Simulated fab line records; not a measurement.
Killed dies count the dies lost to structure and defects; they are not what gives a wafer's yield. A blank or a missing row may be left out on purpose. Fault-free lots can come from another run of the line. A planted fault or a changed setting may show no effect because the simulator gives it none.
fab line records	flow sky130
[record] lots = 13	wafers = 39	lastDay = 51
route steps=708 shown NWELL@33 VIA4@660 METAL5@665 PASSIVATION@693 PAD_OPEN@708
lots untouched by any fault: they come from a run of this same line in which no faults occurred
startH: hours from the record's opening day to when the first of the lot's shown wafers began	waitH: hours elapsed since this lot's preceding step	" repeats the value in the row above	L1.1+2: a single row standing in for several wafers	- no value present, or no start provided	* or withheld: withheld	< > ~ a bound
route shown NAME@n: NAME is a module with steps in the file, n the number in the route of the first one	usual: the fault-free wafers' mean and standard deviation	same: alike in all rows	chamber/n: place in a boat	sites: the reading at each site	_std_site: the standard deviation of these	_edge_site: mean of outer sites minus mean of inner sites	radiusMm: for every site, how far away it sits from the centre of the wafer	mask NAME#n: copy n	behind: the most recent tool/chamber to have shaped the wafer	hold: reason for holding the lot/hours on hold/outcome of the hold	device: the n, p or np transistor that did not switch	end of line: the route-end tests of the same wafers	a step without rows: its recipe alone	killed: count of dies lost to structure and defects at first sort (not the wafer's yield)	map: per-die view of a wafer (x killed, . not killed, _ where there is no die)
set.NAME: the setting the step ran with; set.NAME@STEP: the setting that earlier step ran with	model.NAME: the simulator's own value behind a step, which no gauge read
the route's steps for a sample of lots (tables are steps, rows are wafers)
services: a tool's chamber out of use, with start hour (startH, from the record's first day; less than 0 if before it), hours out, and reason
[[steps]]
[step SKY_NWELL_OXIDATION_01]
[recipe] tempC = 900	ambient = O2	stabiliseS = 600	purgeS = 300	targetThkA = 100	oxTimeS = 1418
[same] stabiliseS = 600
lot.wafer	tool	chamber	startH	waitH
L239.1+3+4	furnace-02	0	34.82	0.7
L240.1+2+5	furnace-02	0	41.45	1.3
L241.3+4+6	furnace-02	0	45.25	0.0
L243.1+2+5	furnace-02	0	58.57	1.6
L245.1+2+6	furnace-01	0	68.13	0.9
L246.1+3+5	furnace-02	0	70.28	0.5
L247.2+5+6	furnace-02	0	75.51	0.0
L248.2+4+6	furnace-01	0	83.05	0.9
L249.2+4+6	furnace-01	0	86.90	0.0
L258.3+4+5	furnace-02	0	145.20	4.4
L259.1+2+4	furnace-02	0	150.85	2.4
L260.2+5+6	furnace-02	0	150.85	2.1
L262.1+2+4	furnace-01	0	187.03	0.9
[step SKY_VIA4_CMP_21]
[recipe] stopOn = SiO2	tOverpolishS = 25	downForcePsi = 3.5	platenRpm = 60	targetThkNm = 0	padVelocityMS = 0.94248
[usual] motorCurrentA = 10.9/0.95	overpolishRunS = 25.000/0.009	slurryFlowMlMin = 149.9/0.44	timeToEndpointS = 120/5
lot.wafer	tool	chamber	startH	waitH	motorCurrentA	overpolishRunS	slurryFlowMlMin	timeToEndpointS
L239.4	cmp-02	1	993.41	0.0	10.5	24.996	149.7	119
L239.1	"	2	"	"	11.1	25.003	150.2	116
L239.3	"	0	"	"	10.5	24.993	150.5	113
L241.3	cmp-02	1	1001.66	0.0	10.3	24.999	149.9	125
L241.4	"	3	"	"	10.5	24.997	149.3	122
L241.6	"	2	"	"	11.4	24.989	149.6	126
L240.1	cmp-02	2	1004.49	0.1	11.5	25.004	150.8	127
L240.2	"	0	"	"	9.8	25.013	149.5	120
L240.5	"	2	"	"	11.4	24.982	149.3	126
L243.2	cmp-01	1	1028.66	0.0	9.6	25.009	149.6	121
L243.1	"	3	"	"	10.9	24.992	150.9	122
L243.5	"	1	"	"	9.9	25.007	149.5	119
L245.1	cmp-02	0	1038.39	0.2	10.7	24.995	150.2	114
L245.2	"	3	"	"	10.5	25.001	150.0	121
L245.6	"	1	"	"	10.2	25.008	150.5	122
L246.1	cmp-01	3	1050.26	0.3	11.1	25.011	149.4	129
L246.3	"	0	"	"	10.8	25.007	149.9	125
L246.5	"	1	"	"	9.5	25.003	150.0	122
L247.2	cmp-01	1	1050.56	0.3	9.5	24.976	149.3	124
L247.5	"	3	"	"	10.7	24.988	149.5	127
L247.6	"	0	"	"	10.7	24.993	149.8	120
L248.4	cmp-02	3	1060.52	0.1	10.8	24.986	149.1	119
L248.2	"	0	"	"	10.6	24.998	150.3	114
L248.6	"	3	"	"	10.8	25.002	150.5	122
L249.4	cmp-01	1	1065.62	0.1	9.3	25.003	150.2	127
L249.2	"	0	"	"	10.5	25.015	150.4	128
L249.6	"	2	"	"	12.9	25.003	150.3	125
L258.3	cmp-01	2	1129.80	0.0	12.7	24.997	150.4	124
L258.4	"	1	"	"	8.8	24.996	150.1	122
L258.5	"	3	"	"	10.7	25.006	149.8	132
L260.2	cmp-02	3	1141.12	0.1	10.5	24.982	149.5	117
L260.6	"	2	"	"	11.2	25.002	150.1	119
L260.5	"	3	"	"	10.7	25.006	149.7	119
L259.4	cmp-02	0	1142.33	0.1	10.5	25.012	149.1	114
L259.1	"	1	"	"	10.6	24.997	150.5	119
L259.2	"	2	"	"	11.5	25.002	149.5	114
L262.4	cmp-02	1	1168.84	0.0	10.7	25.010	149.0	122
L262.1	"	2	"	"	10.9	24.998	149.9	121
L262.2	"	3	"	"	11.0	25.014	149.8	121
[step SKY_METAL5_SPUTTER_04]
[recipe] material = TiN	targetThkNm = 70	powerW = 6500	timeS = 58.3	chamberPressurePa = 0.4
[usual] throttleValvePct = 29.9/1.1
lot.wafer	tool	chamber	startH	waitH	throttleValvePct
L239.1	pvdSputter-01	-	993.83	0.0	31.7
L239.3	"	-	"	"	28.0
L239.4	"	-	"	"	31.2
L241.3	pvdSputter-03	-	1002.08	0.0	31.1
L241.4	"	-	"	"	29.3
L241.6	"	-	"	"	29.4
L240.1	pvdSputter-01	-	1004.86	0.0	30.3
L240.2	"	-	"	"	31.7
L240.5	"	-	"	"	32.0
L243.1	pvdSputter-01	-	1029.08	0.0	27.9
L243.2	"	-	"	"	30.6
L243.5	"	-	"	"	31.9
L245.1	pvdSputter-02	-	1038.81	0.0	30.3
L245.2	"	-	"	"	30.2
L245.6	"	-	"	"	29.2
L246.1	pvdSputter-02	-	1050.58	0.0	29.8
L246.3	"	-	"	"	30.3
L246.5	"	-	"	"	28.8
L247.2	pvdSputter-01	-	1050.88	0.0	31.2
L247.5	"	-	"	"	31.9
L247.6	"	-	"	"	30.5
L248.2	pvdSputter-03	-	1060.89	0.0	29.4
L248.4	"	-	"	"	28.8
L248.6	"	-	"	"	28.9
L249.2	pvdSputter-03	-	1066.04	0.0	29.2
L249.4	"	-	"	"	31.4
L249.6	"	-	"	"	29.1
L258.3	pvdSputter-01	-	1130.21	0.0	31.7
L258.4	"	-	"	"	30.7
L258.5	"	-	"	"	27.9
L260.2	pvdSputter-02	-	1141.49	0.0	30.6
L260.5	"	-	"	"	28.6
L260.6	"	-	"	"	29.6
L259.1	pvdSputter-02	-	1142.70	0.0	30.3
L259.2	"	-	"	"	30.6
L259.4	"	-	"	"	29.1
L262.1	pvdSputter-01	-	1169.26	0.0	31.9
L262.2	"	-	"	"	31.2
L262.4	"	-	"	"	31.1
[step SKY_PASSIVATION_STRIP_12]
[recipe] chemistry = O2/N2	powerW = 1400	pressureMtorr = 1500	platenTempC = withheld	overashFraction = 0.7	o2FlowSccm = 3000	n2FlowSccm = 300
[usual] chamberPressureMTorr = 1500.1/1.3	drypumpMotorCurrentA = 5.8/0.52	oesProductAu = 0.661/0.0043	stripTimeToEndpointS = 31.54/0.15
lot.wafer	tool	chamber	startH	waitH	chamberPressureMTorr	drypumpMotorCurrentA	oesProductAu	rfHoursCounterH	stripTimeToEndpointS
L239.1	plasmaAsher-01	1	1040.10	0.1	1499.2	5.7	0.660	29	31.62
L239.3	"	1	"	"	1501.5	5.7	0.652	-	31.64
L239.4	"	0	"	"	1497.8	6.7	0.660	-	31.69
L241.3	plasmaAsher-04	1	1048.76	0.1	1498.8	5.3	0.652	-	31.65
L241.4	"	0	"	"	1500.2	5.3	0.666	-	31.65
L241.6	"	1	"	"	1501.6	5.3	0.670	-	31.75
L240.1	plasmaAsher-03	1	1050.72	0.1	1499.8	5.3	0.661	61	31.77
L240.2	"	0	"	"	1499.1	6.1	0.657	61	31.66
L240.5	"	1	"	"	1500.8	5.3	0.662	-	31.63
L243.1	plasmaAsher-03	0	1073.37	0.1	1501.5	6.0	0.652	64	31.44
L243.2	"	1	"	"	1500.1	5.3	0.659	64	31.65
L243.5	"	0	"	"	1500.6	6.0	0.659	-	31.41
L245.1	plasmaAsher-01	1	1081.97	0.1	1498.3	5.7	0.656	33	31.60
L245.2	"	0	"	"	1498.3	6.7	0.663	33	31.66
L245.6	"	1	"	"	1501.8	5.7	0.657	-	31.61
L246.1	plasmaAsher-04	0	1092.22	0.1	1499.7	5.3	0.662	2	31.40
L246.3	"	0	"	"	1501.0	5.4	0.666	-	31.49
L246.5	"	0	"	"	1503.3	5.4	0.656	-	31.47
L247.2	plasmaAsher-01	1	1093.25	0.1	1500.0	5.7	0.658	34	31.62
L247.5	"	1	"	"	1499.9	5.6	0.658	-	31.79
L247.6	"	0	"	"	1498.8	6.7	0.661	-	31.60
L248.2	plasmaAsher-04	1	1103.10	0.1	1497.9	5.3	0.662	3	31.68
L248.4	"	0	"	"	1500.9	5.3	0.664	-	31.42
L248.6	"	1	"	"	1499.5	5.3	0.664	-	31.60
L249.2	plasmaAsher-03	0	1108.06	0.1	1498.3	6.1	0.666	67	31.47
L249.4	"	0	"	"	1499.0	6.0	0.663	-	31.59
L249.6	"	0	"	"	1498.8	6.0	0.667	-	31.35
L258.3	plasmaAsher-01	1	1167.77	0.2	1500.0	5.7	0.657	-	31.48
L258.4	"	0	"	"	1500.3	6.7	0.657	-	31.50
L258.5	"	1	"	"	1499.6	5.7	0.663	-	31.51
L260.2	plasmaAsher-01	0	1178.12	0.2	1500.4	6.7	0.657	43	31.47
L260.5	"	1	"	"	1500.4	5.7	0.663	-	31.42
L260.6	"	0	"	"	1498.8	6.7	0.658	-	31.47
L259.1	plasmaAsher-04	0	1178.61	0.1	1500.4	5.3	0.658	9	31.77
L259.2	"	1	"	"	1499.8	5.3	0.660	9	31.46
L259.4	"	0	"	"	1496.7	5.3	0.658	-	31.81
L262.1	plasmaAsher-04	1	1201.90	0.1	1502.0	5.3	0.659	12	31.44
L262.2	"	0	"	"	1500.0	5.4	0.662	12	31.42
L262.4	"	0	"	"	1502.0	5.4	0.665	-	31.36
[step SKY_PAD_OPEN_PROBE_99]
[usual] killed_at_M0_to_M3 = 44/7.2	killed_at_M4_up = 3.1/1.7	killedAtContacts = 24/5.2	killedAtFrontEnd = 15/4.1	killedAtOther = 0.3/0.61	killedDies = 87/10	killedOnRim = 17/3.8	killedOpen = 48/7.5	killedShort = 39/6.6
[same] grossDies = 492	killedAtBackSide = 0
lot.wafer	tool	chamber	startH	waitH	killed_at_M0_to_M3	killed_at_M4_up	killedAtContacts	killedAtFrontEnd	killedAtOther	killedDies	killedOnRim	killedOpen	killedShort
L260.2	prober-01	-	1196.14	0.1	51	3	21	185	0	260	52	47	44
L260.5	prober-01	-	1196.29	0.2	32	7	18	176	0	233	49	43	34
L260.6	prober-01	-	1196.34	0.2	37	1	22	190	0	250	44	43	32
L259.1	prober-02	-	1196.74	0.1	44	4	19	177	0	244	40	48	28
L259.2	prober-02	-	1196.79	0.1	40	3	16	173	0	232	52	40	36
L259.4	prober-02	-	1196.89	0.2	32	3	23	160	0	218	46	42	24
// killed by level:class
L260.2 NWELL:unspecified=169 VIA1:geometricParticle:open=9 VIA2:geometricParticle:open=9 VIA1:geometricParticle:short=8 LOCAL_INTERCONNECT:geometricParticle:short=6 CONTACT:geometricParticle:open=6 METAL1:geometricParticle:short=6 POLY_GATE:geometricParticle:open=5
L260.5 NWELL:unspecified=156 VIA1:geometricParticle:open=12 CONTACT:geometricParticle:open=7 POLY_GATE:geometricParticle:open=6 METAL4:geometricParticle:short=6 FIELD_ISO:geometricParticle:short=5 FIELD_ISO:geometricParticle:open=4 VIA3:geometricParticle:open=4
L260.6 NWELL:unspecified=175 VIA1:geometricParticle:open=8 CONTACT:geometricParticle:short=7 VIA2:geometricParticle:open=7 POLY_GATE:geometricParticle:open=6 FIELD_ISO:geometricParticle:open=5 LI_CONTACT:geometricParticle:open=5 LOCAL_INTERCONNECT:geometricParticle:short=5
L259.1 NWELL:unspecified=168 CONTACT:geometricParticle:open=9 VIA1:geometricParticle:open=9 VIA3:geometricParticle:open=7 VIA2:geometricParticle:open=7 LI_CONTACT:geometricParticle:open=5 METAL1:geometricParticle:short=4 VIA2:geometricParticle:short=4
L259.2 NWELL:unspecified=156 VIA2:geometricParticle:open=8 VIA1:geometricParticle:open=8 CONTACT:geometricParticle:open=5 FIELD_ISO:geometricParticle:open=4 POLY_GATE:geometricParticle:open=4 METAL1:geometricParticle:short=4 METAL2:geometricParticle:short=4
L259.4 NWELL:unspecified=152 CONTACT:geometricParticle:open=10 VIA2:geometricParticle:open=10 LI_CONTACT:geometricParticle:open=7 VIA1:geometricParticle:short=6 METAL1:geometricParticle:short=4 VIA1:geometricParticle:open=4 FIELD_ISO:geometricParticle:open=3
[[services]]
tool	chamber	startH	hours	kind
cmp-02	-	60.40	1.2	repair
cmp-02	-	60.52	0.6	repair
cmp-02	-	64.00	4.0	pm
furnace-02	-	89.90	3.6	pm
cmp-02	-	147.27	0.8	repair
cmp-02	-	202.52	5.3	repair
furnace-02	-	211.22	3.1	repair
furnace-02	-	231.00	3.2	pm
cmp-02	-	250.01	1.1	repair
furnace-02	-	257.03	3.0	pm
cmp-02	-	304.69	7.1	pm
furnace-02	-	425.78	3.6	pm
furnace-02	-	499.20	21.8	pm
furnace-02	-	520.97	3.9	pm
furnace-02	-	527.60	35.0	repair
furnace-02	-	592.90	3.2	pm
furnace-02	-	599.58	10.4	pm
furnace-02	-	650.67	17.2	repair
furnace-02	-	761.48	3.6	pm
furnace-02	-	795.97	3.9	pm
furnace-02	-	928.90	3.7	pm
furnace-02	-	1009.36	2.8	repair
furnace-02	-	1076.91	5.3	pm
furnace-02	-	1096.90	4.1	pm
[[key]]
[firstSign] step = SKY_PAD_OPEN_PROBE_99	reading = killedAtFrontEnd	direction = up	sigmas = 40	usual = 15	struck = 177
[effect] step = SKY_PAD_OPEN_PROBE_99	reading = killedDies	direction = up	sigmas = 15	usual = 87	struck = 240
metAt SKY_NWELL_OXIDATION_01
struckLots L259,L260
testerLeftOut L259,L260
notActingAt SKY_VIA4_CMP_21,SKY_METAL5_SPUTTER_04,SKY_PASSIVATION_STRIP_12
onsetBetween 145.20 150.85
[fault] kind = chamberParticleSource	tool = furnace-02	chamber = -	onsetH = 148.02	steps = SKY_NWELL_OXIDATION_01	ratePerVisitCm2 = 0.82787	endH = 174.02
// testerLeftOut: of these lots the tester's yield and bins aren't shown, on N5 and GAA mostly nor the transistor test; their killed dies are dies lost to structure and defects alone, not to doping, threshold or leakage, so they don't give the yield
